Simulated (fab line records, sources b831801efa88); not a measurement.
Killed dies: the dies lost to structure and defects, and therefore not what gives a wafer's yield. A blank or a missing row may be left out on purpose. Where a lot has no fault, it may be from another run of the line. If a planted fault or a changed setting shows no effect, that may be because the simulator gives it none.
What tool caused it? ; flow gf180mcu ; 6 lots with 18 wafers sampled at 2 steps, on a route of 602 steps

## WHAT EACH GAUGE READ, for each wafer
GF_V1_RS_MEAS_24: a four-point-probe measurement.
lot;measured;on;V1_W_RS (ohm/sq)
L777;day 18 19:28;film metro-02;0.3229 0.3259 0.3233
L780;day 20 03:43;film metro-04;0.3259 0.3276 0.3249
L783;day 21 02:45;film metro-01;0.3271 0.3270 0.3277
L787;day 22 13:43;film metro-01;0.3232 0.3208 0.3232
L793;day 24 16:05;film metro-01;0.3266 0.3290 0.3290
L795;day 25 18:58;film metro-04;0.3219 0.3205 0.3238

## WHAT TOOL EACH LOT RAN ON (gives the tool, then ch and the chambers of the sampled wafers, and finally the start)
lot;GF_CONTACT_SPUTTER_22
L777;pvd sputter-04, day 16 16:44
L780;pvd sputter-02, day 17 22:39
L783;pvd sputter-04, day 18 22:40
L787;pvd sputter-01, day 20 11:22
L793;pvd sputter-04, day 22 15:36
L795;pvd sputter-02, day 23 19:50
- GF_CONTACT_SPUTTER_22: material Ti, target thk 15 nm, time 80.02 s.

## THE ANSWER, worked out from the rows above alone
Rule: usual is defined by the lots themselves. Put in order of their means at a reading, lots are off if they are a third of the lots or fewer, leave a main group of 4 or more, and stand apart from it by a gap of 3 or more times the standard deviation of the main group's means; of several such gaps the widest counts. The tables above print the reading to a certain number of digits; a main group whose means all agree to those digits is not used. Also off: a lot with no number at a reading for which 4 or more lots have one. All remaining lots with rows at the step are treated as sound.
No lot is off on any of the readings shown, so nothing can be concluded from this.

## WHAT THE SIMULATOR PUT IN
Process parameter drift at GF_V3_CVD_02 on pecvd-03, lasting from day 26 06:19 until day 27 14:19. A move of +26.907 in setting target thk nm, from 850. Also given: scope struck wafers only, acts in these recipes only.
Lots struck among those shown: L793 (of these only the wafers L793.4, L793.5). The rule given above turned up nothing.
